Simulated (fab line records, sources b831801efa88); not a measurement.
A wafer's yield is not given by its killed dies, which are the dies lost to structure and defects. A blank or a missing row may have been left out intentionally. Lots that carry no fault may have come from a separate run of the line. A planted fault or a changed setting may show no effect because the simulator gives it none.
Matching of chambers    flow sky130    4 sister chambers for SKY_LI_CONTACT_ETCH_14 on rie-diel-04
The step etches BARC in N2/H2, stops on SiO2, time 45.9 s, target depth 60 nm. 4 wafers are shown with their chamber, then 7 later ones without.

EACH WAFER AND ITS CHAMBER
wafer   chamber  drypump-motor-current-A (A)
L077.2  0        6.2
L090.4  3        6.3
L093.1  1        5.9
L093.3  2        4.9

WAFERS MISSING THEIR CHAMBER
wafer   drypump-motor-current-A (A)
L093.6  4.9
L094.1  6.3
L094.2  5.9
L094.3  6.3
L097.2  5.9
L097.3  4.8
L097.6  5.9

WHICH CHAMBER EACH ONE RAN IN
wafer    from the rows above   in truth
L093.6   2                     2
L094.1   3                     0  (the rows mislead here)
L094.2   1                     1
L094.3   3                     3
L097.2   1                     1
L097.3   2                     2
L097.6   1                     1
6 of 7 placed correctly. Can't be placed from these rows: 0. 1 placed wrongly.
How it was worked out, from the rows above alone: a wafer's distance from a chamber is the root of the sum, over the readings, of the square of ((its reading less the chamber's mean) divided by the reading's scatter). The wafer belongs to the nearest chamber; if the next one is less than 2 further off, it can't be placed. The mean given for a chamber averages the wafers shown for that chamber. The scatter (one wafer shown for each chamber): square how far every hidden wafer sits from the nearest shown wafer, average those squares and take the square root.
